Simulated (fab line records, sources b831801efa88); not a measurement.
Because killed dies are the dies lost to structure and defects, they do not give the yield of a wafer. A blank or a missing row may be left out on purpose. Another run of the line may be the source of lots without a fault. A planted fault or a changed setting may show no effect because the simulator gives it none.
fab line records + flow sky130
[record]
- lots = 6
- wafers = 18
- last-day = 50
route steps=708 shown VT_ADJUST_PCH@146 SONOS_TUNNEL@154 PAD_OPEN@708
lots untouched by any fault: they come from a run of this same line in which no faults occurred
start-h: the number of hours between the record's first day and the start of the first shown wafer of the lot + wait-h: hours since the lot's step before + " as in the row above + L1.1+2: one row covering several wafers at once + - no value present, or no start provided + * or withheld: withheld + < > ~ a bound
route shown NAME@n: a module of which the file shows steps, and the number in the route of the first + usual: mean/standard deviation taken from wafers without a fault + same: alike in all rows + chamber/n: place in a boat + sites: each site's reading + _std_site: the standard deviation of these + _edge_site: outer sites' mean less inner sites' + radius-mm: how far each site lies from the wafer's centre + mask NAME#n: copy n + behind: the most recent tool/chamber to have shaped the wafer + hold: what put the lot on hold/how long, in hours/how the hold closed + device: the transistor (n, p or np) that didn't switch + end of line: the route-end tests of the same wafers + step lacking rows: just its recipe + killed: the dies lost at the first sort to structure and to defects; this is not the yield of the wafer + map: the dies of a wafer, with x for killed, . for not killed, _ for no die there
set.NAME: setting as actually run; set.NAME@STEP: the setting as run at that earlier step + model.NAME: the simulator's own value behind a step, which no gauge read
lots seen at some steps along the route; tables by step, rows by wafer
services: the hour from which a tool's chamber was out of use, counted from the record's first day as start-h (under 0 if before that day), plus the number of hours and why
[[steps]]
[step SKY_VT_ADJUST_PCH_SOFTBAKE_03]
[recipe]
- temp-c = 110
- time-s = withheld
[step SKY_VT_ADJUST_PCH_EXPOSE_04]
[recipe]
- mask-id = NWM
- na = 0.6
- source-shape = conventional
- sigma-outer = 0.6
- polarization = unpolarized
- target-cd-nm = 840
- dose-mj = 255
[step SKY_VT_ADJUST_PCH_PEB_05]
[recipe]
- temp-c = 115
- time-s = withheld
[step SKY_VT_ADJUST_PCH_DEVELOP_06]
[recipe]
- wall-angle-deg = 90
- developer = TMAH
- develop-time-s = 60
- dev-temp-c = 23
[step SKY_VT_ADJUST_PCH_OVL_MEAS_07]
[usual]
- VT_ADJUST_PCH_OVL = 0.8/1.4
| lot.wafer | tool       | chamber | start-h | wait-h | VT_ADJUST_PCH_OVL[nm] |
|-----------|------------|---------|---------|--------|-----------------------|
| L672.1    | overlay-02 | -       | 232.93  | -      | 2.2                   |
| L672.2    | "          | -       | "       | "      | 3.2                   |
| L672.3    | "          | -       | "       | "      | 3.4                   |
| L683.1    | overlay-01 | -       | 325.45  | -      | -0.7                  |
| L683.2    | "          | -       | "       | "      | -0.8                  |
| L683.5    | "          | -       | "       | "      | -1.6                  |
| L685.3    | overlay-02 | -       | 327.12  | -      | 3.0                   |
| L685.4    | "          | -       | "       | "      | 3.0                   |
| L685.6    | "          | -       | "       | "      | 1.9                   |
| L688.3    | overlay-01 | -       | 354.67  | -      | -0.2                  |
| L688.5    | "          | -       | "       | "      | 0.8                   |
| L688.6    | "          | -       | "       | "      | 0.5                   |
| L690.2    | overlay-02 | -       | 379.00  | -      | -0.1                  |
| L690.4    | "          | -       | "       | "      | 1.6                   |
| L690.6    | "          | -       | "       | "      | 1.2                   |
| L694.3    | overlay-02 | -       | 415.50  | -      | 0.1                   |
| L694.5    | "          | -       | "       | "      | 0.6                   |
| L694.6    | "          | -       | "       | "      | -0.5                  |
[step SKY_VT_ADJUST_PCH_IMPLANT_08]
[recipe]
- species = B
- energy-kev = 10
- dose-cm2 = 5e+11
- tilt-deg = withheld
[step SKY_VT_ADJUST_PCH_STRIP_09]
[recipe]
- chemistry = O2/N2
- power-w = 1400
- pressure-mtorr = 1500
- platen-temp-c = withheld
- o2-flow-sccm = 3000
- n2-flow-sccm = 300
- overash-fraction = 0.5
[usual]
- drypump-motor-current-A = 5.78/0.27
- oes-product-au = 0.723/0.0048
- strip-time-to-endpoint-s = 36.90/0.096
| lot.wafer | tool            | chamber | start-h | wait-h | drypump-motor-current-A | oes-product-au | rf-hours-counter-h | strip-time-to-endpoint-s |
|-----------|-----------------|---------|---------|--------|-------------------------|----------------|--------------------|--------------------------|
| L672.1    | plasma-asher-03 | 1       | 233.12  | 0.1    | 5.42                    | 0.727          | 55                 | 37.06                    |
| L672.2    | "               | 0       | "       | "      | 6.09                    | 0.721          | 55                 | 36.93                    |
| L672.3    | "               | 1       | "       | "      | 5.44                    | 0.722          | -                  | 36.95                    |
| L683.1    | plasma-asher-01 | 0       | 325.64  | 0.1    | 5.59                    | 0.722          | 50                 | 36.86                    |
| L683.2    | "               | 1       | "       | "      | 5.84                    | 0.728          | 50                 | 36.83                    |
| L683.5    | "               | 1       | "       | "      | 5.85                    | 0.718          | -                  | 36.80                    |
| L685.3    | plasma-asher-04 | 0       | 327.32  | 0.1    | 5.55                    | 0.729          | -                  | 36.86                    |
| L685.4    | "               | 1       | "       | "      | 6.09                    | 0.728          | -                  | 36.92                    |
| L685.6    | "               | 1       | "       | "      | 6.10                    | 0.715          | -                  | 36.96                    |
| L688.3    | plasma-asher-03 | 0       | 354.87  | 0.1    | 6.13                    | 0.728          | -                  | 36.85                    |
| L688.5    | "               | 1       | "       | "      | 5.43                    | 0.730          | -                  | 37.07                    |
| L688.6    | "               | 0       | "       | "      | 6.13                    | 0.726          | -                  | 37.01                    |
| L690.2    | plasma-asher-03 | 1       | 379.18  | 0.1    | 5.44                    | 0.728          | 69                 | 36.82                    |
| L690.4    | "               | 0       | "       | "      | 6.13                    | 0.724          | -                  | 36.92                    |
| L690.6    | "               | 0       | "       | "      | 6.12                    | 0.730          | -                  | 36.90                    |
| L694.3    | plasma-asher-04 | 1       | 415.71  | 0.1    | 6.08                    | 0.727          | -                  | 37.03                    |
| L694.5    | "               | 0       | "       | "      | 5.57                    | 0.725          | -                  | 37.00                    |
| L694.6    | "               | 1       | "       | "      | 6.08                    | 0.724          | -                  | 36.85                    |
[step SKY_VT_ADJUST_PCH_TW_MEAS_10]
[usual]
- VT_ADJUST_PCH_TW = 143.9/0.75
| lot.wafer | tool          | chamber | start-h | wait-h | VT_ADJUST_PCH_TW |
|-----------|---------------|---------|---------|--------|------------------|
| L672.1    | film-metro-04 | -       | 233.22  | 0.1    | 143.0            |
| L672.2    | "             | -       | "       | "      | 143.2            |
| L672.3    | "             | -       | "       | "      | 142.6            |
| L683.1    | film-metro-02 | -       | 325.74  | 0.1    | 144.7            |
| L683.2    | "             | -       | "       | "      | 143.5            |
| L683.5    | "             | -       | "       | "      | 144.5            |
| L685.3    | film-metro-02 | -       | 327.41  | 0.1    | 144.9            |
| L685.4    | "             | -       | "       | "      | 145.1            |
| L685.6    | "             | -       | "       | "      | 144.9            |
| L688.3    | film-metro-03 | -       | 354.96  | 0.1    | 144.1            |
| L688.5    | "             | -       | "       | "      | 144.1            |
| L688.6    | "             | -       | "       | "      | 143.9            |
| L690.2    | film-metro-02 | -       | 379.29  | 0.1    | 142.6            |
| L690.4    | "             | -       | "       | "      | 143.7            |
| L690.6    | "             | -       | "       | "      | 144.1            |
| L694.3    | film-metro-02 | -       | 415.80  | 0.1    | 143.7            |
| L694.5    | "             | -       | "       | "      | 143.1            |
| L694.6    | "             | -       | "       | "      | 143.2            |
[step SKY_SONOS_TUNNEL_DEHYDRATE_00]
[recipe]
- temp-c = 200
- time-s = 60
[step SKY_SONOS_TUNNEL_HMDS_01]
[recipe]
- prime-time-s = 60
- prime-temp-c = 120
[step SKY_SONOS_TUNNEL_COAT_02]
[recipe]
- resist = NOVOLAK
- spin-rpm = 3000
- resist-thk-nm = 1140
[step SKY_SONOS_TUNNEL_SOFTBAKE_03]
[recipe]
- temp-c = 90
- time-s = 60
- resist = NOVOLAK
[step SKY_SONOS_TUNNEL_EXPOSE_04]
[recipe]
- mask-id = TUNM
- na = 0.6
- source-shape = conventional
- sigma-outer = 0.6
- polarization = unpolarized
- target-cd-nm = 410
- dose-mj = 136
[usual]
- exposure-dose-mJ-cm2 = 136.03/0.12
- stage-vel-mm-s = 499.99/0.25
| lot.wafer | tool             | chamber | start-h | wait-h | mask   | exposure-dose-mJ-cm2 | stage-vel-mm-s |
|-----------|------------------|---------|---------|--------|--------|----------------------|----------------|
| L672.1    | iline-stepper-02 | 0       | 245.70  | -      | TUNM#0 | 136.17               | 500.11         |
| L672.2    | "                | 0       | "       | "      | TUNM#0 | 135.99               | 500.24         |
| L672.3    | "                | 0       | "       | "      | TUNM#0 | 135.91               | 499.96         |
| L683.1    | iline-stepper-01 | 0       | 338.53  | -      | TUNM#0 | 136.17               | 500.18         |
| L683.2    | "                | 0       | "       | "      | TUNM#0 | 136.25               | 500.22         |
| L683.5    | "                | 0       | "       | "      | TUNM#0 | 135.86               | 499.93         |
| L685.3    | iline-stepper-02 | 0       | 340.58  | -      | TUNM#0 | 136.04               | 499.97         |
| L685.4    | "                | 0       | "       | "      | TUNM#0 | 136.07               | 499.96         |
| L685.6    | "                | 0       | "       | "      | TUNM#0 | 136.05               | 500.30         |
| L688.3    | iline-stepper-01 | 0       | 368.52  | -      | TUNM#0 | 103.15               | 499.67         |
| L688.5    | "                | 0       | "       | "      | TUNM#0 | 103.24               | 499.37         |
| L688.6    | "                | 0       | "       | "      | TUNM#0 | 103.14               | 499.95         |
| L690.2    | iline-stepper-01 | 0       | 393.98  | -      | TUNM#0 | 109.67               | 500.05         |
| L690.4    | "                | 0       | "       | "      | TUNM#0 | 109.62               | 499.82         |
| L690.6    | "                | 0       | "       | "      | TUNM#0 | 109.80               | 499.94         |
| L694.3    | iline-stepper-02 | 0       | 430.84  | -      | TUNM#0 | 136.23               | 500.08         |
| L694.5    | "                | 0       | "       | "      | TUNM#0 | 136.18               | 500.32         |
| L694.6    | "                | 0       | "       | "      | TUNM#0 | 136.17               | 500.25         |
[step SKY_SONOS_TUNNEL_PEB_05]
[recipe]
- temp-c = withheld
- time-s = *
- resist = NOVOLAK
[step SKY_SONOS_TUNNEL_DEVELOP_06]
[recipe]
- resist = NOVOLAK
- developer = TMAH
- develop-time-s = 60
- dev-temp-c = 23
[step SKY_SONOS_TUNNEL_CD_MEAS_07]
[recipe]
- target-cd-nm = 410
[usual]
- cd-nm = 409.9/2.1
| lot.wafer | tool      | chamber | start-h | wait-h | cd-nm |
|-----------|-----------|---------|---------|--------|-------|
| L672.1    | cd-sem-01 | -       | 256.43  | 0.1    | 411.6 |
| L672.2    | "         | -       | "       | "      | 411.3 |
| L672.3    | "         | -       | "       | "      | 410.8 |
| L683.1    | cd-sem-02 | -       | 352.40  | 0.1    | 405.1 |
| L683.2    | "         | -       | "       | "      | 406.6 |
| L683.5    | "         | -       | "       | "      | 408.7 |
| L685.3    | cd-sem-01 | -       | 354.77  | 0.1    | 409.1 |
| L685.4    | "         | -       | "       | "      | 408.5 |
| L685.6    | "         | -       | "       | "      | 407.0 |
| L688.3    | cd-sem-02 | -       | 382.77  | 0.1    | 328.1 |
| L688.5    | "         | -       | "       | "      | 327.7 |
| L688.6    | "         | -       | "       | "      | 328.6 |
| L690.2    | cd-sem-01 | -       | 408.33  | 0.1    | 350.0 |
| L690.4    | "         | -       | "       | "      | 347.6 |
| L690.6    | "         | -       | "       | "      | 347.2 |
| L694.3    | cd-sem-01 | -       | 446.29  | 0.1    | 413.7 |
| L694.5    | "         | -       | "       | "      | 413.1 |
| L694.6    | "         | -       | "       | "      | 413.9 |
[step SKY_SONOS_TUNNEL_OVL_MEAS_08]
[usual]
- SONOS_TUNNEL_OVL = -0.2/1.6
| lot.wafer | tool       | chamber | start-h | wait-h | SONOS_TUNNEL_OVL[nm] |
|-----------|------------|---------|---------|--------|----------------------|
| L672.1    | overlay-01 | -       | 256.55  | 0.1    | -1.1                 |
| L672.2    | "          | -       | "       | "      | -2.5                 |
| L672.3    | "          | -       | "       | "      | -3.5                 |
| L683.1    | overlay-01 | -       | 352.52  | 0.1    | 0.1                  |
| L683.2    | "          | -       | "       | "      | 1.3                  |
| L683.5    | "          | -       | "       | "      | 0.8                  |
| L685.3    | overlay-02 | -       | 354.86  | 0.1    | 0.3                  |
| L685.4    | "          | -       | "       | "      | -0.7                 |
| L685.6    | "          | -       | "       | "      | -0.5                 |
| L688.3    | overlay-02 | -       | 382.86  | 0.1    | 1.5                  |
| L688.5    | "          | -       | "       | "      | 0.4                  |
| L688.6    | "          | -       | "       | "      | 0.8                  |
| L690.2    | overlay-01 | -       | 408.44  | 0.1    | 2.0                  |
| L690.4    | "          | -       | "       | "      | -0.2                 |
| L690.6    | "          | -       | "       | "      | 0.3                  |
| L694.3    | overlay-02 | -       | 446.39  | 0.1    | -2.7                 |
| L694.5    | "          | -       | "       | "      | -2.7                 |
| L694.6    | "          | -       | "       | "      | -1.9                 |
[step SKY_PAD_OPEN_PROBE_99]
[usual]
- killed_at_M0_to_M3 = 43/6.4
- killed_at_M4_up = 3.1/2
- killed-at-contacts = 24/5.2
- killed-at-front-end = 15/4.3
- killed-at-other = 0.2/0.48
- killed-dies = 85/9.7
- killed-open = 47/6.9
- killed-short = 38/6.7
[same]
- gross-dies = 492
- killed-at-back-side = 0
| lot.wafer | tool      | chamber | start-h | wait-h | killed_at_M0_to_M3 | killed_at_M4_up | killed-at-contacts | killed-at-front-end | killed-at-other | killed-dies | killed-open | killed-short |
|-----------|-----------|---------|---------|--------|--------------------|-----------------|--------------------|---------------------|-----------------|-------------|-------------|--------------|
| L685.3    | prober-02 | -       | 1163.93 | 0.2    | 34                 | 4               | 21                 | 15                  | 0               | 74          | 51          | 23           |
| L685.4    | prober-02 | -       | 1163.98 | 0.2    | 43                 | 6               | 24                 | 10                  | 0               | 83          | 43          | 40           |
| L685.6    | prober-02 | -       | 1164.08 | 0.2    | 51                 | 2               | 24                 | 10                  | 0               | 87          | 50          | 37           |
| L688.5    | prober-01 | -       | 1175.50 | 0.2    | 45                 | 4               | 10                 | 12                  | 0               | 71          | 40          | 31           |
| L690.2    | prober-01 | -       | 1190.15 | 0.1    | 48                 | 3               | 25                 | 18                  | 1               | 95          | 53          | 42           |
| L690.4    | prober-01 | -       | 1190.25 | 0.2    | 47                 | 6               | 24                 | 11                  | 0               | 88          | 55          | 33           |
| L690.6    | prober-01 | -       | 1190.35 | 0.2    | 47                 | 2               | 23                 | 7                   | 0               | 79          | 46          | 33           |
// killed by level:class
L685.3 VIA1:geometric-particle:open=14 CONTACT:geometric-particle:open=11 SPACER:geometric-particle:open=5 LI_CONTACT:geometric-particle:open=4 POLY_GATE:geometric-particle:open=4 CONTACT:geometric-particle:short=4 METAL1:geometric-particle:short=4 VIA3:geometric-particle:open=4
L685.4 VIA1:geometric-particle:open=10 CONTACT:geometric-particle:open=8 LI_CONTACT:geometric-particle:open=7 VIA2:geometric-particle:open=6 METAL2:geometric-particle:short=5 CONTACT:geometric-particle:short=5 METAL1:geometric-particle:short=5 VIA3:geometric-particle:short=5
L685.6 VIA1:geometric-particle:open=13 METAL2:geometric-particle:short=8 CONTACT:geometric-particle:open=8 LI_CONTACT:geometric-particle:open=7 VIA2:geometric-particle:short=7 VIA3:geometric-particle:open=7 VIA2:geometric-particle:open=5 POLY_GATE:geometric-particle:short=4
L688.5 VIA1:geometric-particle:open=16 VIA3:geometric-particle:open=5 VIA2:geometric-particle:open=5 VIA1:geometric-particle:short=5 POLY_GATE:geometric-particle:open=4 METAL1:geometric-particle:short=4 CONTACT:geometric-particle:open=4 METAL4:geometric-particle:short=4
L690.2 VIA1:geometric-particle:open=12 CONTACT:geometric-particle:open=12 VIA3:geometric-particle:open=8 POLY_GATE:geometric-particle:short=7 LOCAL_INTERCONNECT:geometric-particle:short=6 FIELD_ISO:geometric-particle:short=4 METAL1:geometric-particle:short=4 LI_CONTACT:geometric-particle:open=4
L690.4 VIA1:geometric-particle:open=16 CONTACT:geometric-particle:open=9 LI_CONTACT:geometric-particle:open=7 VIA2:geometric-particle:open=6 VIA3:geometric-particle:open=6 VIA1:geometric-particle:short=5 METAL4:geometric-particle:short=5 POLY_GATE:geometric-particle:open=4
L690.6 VIA1:geometric-particle:open=12 VIA3:geometric-particle:open=10 CONTACT:geometric-particle:open=7 LI_CONTACT:geometric-particle:open=6 LOCAL_INTERCONNECT:geometric-particle:short=5 VIA1:geometric-particle:short=5 CONTACT:geometric-particle:short=4 METAL1:geometric-particle:short=4
[[services]]
| tool             | chamber | start-h | hours | kind                    |
|------------------|---------|---------|-------|-------------------------|
| iline-stepper-01 | -       | 232.75  | 8.9   | pm                      |
| plasma-asher-01  | -       | 285.07  | 5.1   | repair                  |
| plasma-asher-03  | -       | 318.52  | 3.3   | repair                  |
| iline-stepper-01 | -       | 341.95  | 1.7   | pm                      |
| iline-stepper-01 | -       | 351.97  | 2.1   | pm                      |
| plasma-asher-01  | -       | 353.43  | 2.8   | pm                      |
| iline-stepper-01 | -       | 354.05  | -     | consumable-replace:lamp |
| iline-stepper-02 | -       | 356.39  | 1.7   | pm                      |
| plasma-asher-03  | -       | 421.25  | 9.0   | pm                      |
| plasma-asher-03  | 0       | 421.25  | 9.0   | vent-cycle              |
| plasma-asher-03  | 1       | 421.25  | 9.0   | vent-cycle              |
| plasma-asher-01  | -       | 423.40  | 14.6  | pm                      |
| plasma-asher-03  | 0       | 430.25  | -     | clean                   |
| plasma-asher-03  | 1       | 430.25  | -     | clean                   |
[[key]]
[first-sign]
- step = SKY_SONOS_TUNNEL_EXPOSE_04
- reading = exposure-dose-mJ-cm2
- direction = down
- sigmas = 99+
- usual = *
- struck = *
[effect]
- step = SKY_SONOS_TUNNEL_CD_MEAS_07
- reading = cd-nm
- direction = down
- sigmas = 34
- usual = 409.9
- struck = 338.2
- through = control-loop
met-at SKY_SONOS_TUNNEL_EXPOSE_04
struck-wafers L688.3,L688.5,L688.6,L690.2,L690.4,L690.6
tester-left-out L688,L690
[loop-trim]
- step = SKY_SONOS_TUNNEL_EXPOSE_04
- setting = dose
- lots = L690
onset-between 338.53 368.52
[fault]
- kind = process-parameter-drift
- tool = iline-stepper-01
- chamber = -
- onset-h = 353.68
- steps = SKY_SONOS_TUNNEL_EXPOSE_04
- channel = dose-mj
- offset = -32.891
- shape = step
- acts-in = these-recipes-only
- stated = 136
// tester-left-out: of these lots the tester's yield and bins aren't shown, on N5 and GAA mostly nor the transistor test; their killed dies are dies lost to structure and defects alone, not to doping, threshold or leakage, so they don't give the yield
// loop-trim: a control loop set the setting to another value than it would have without faults
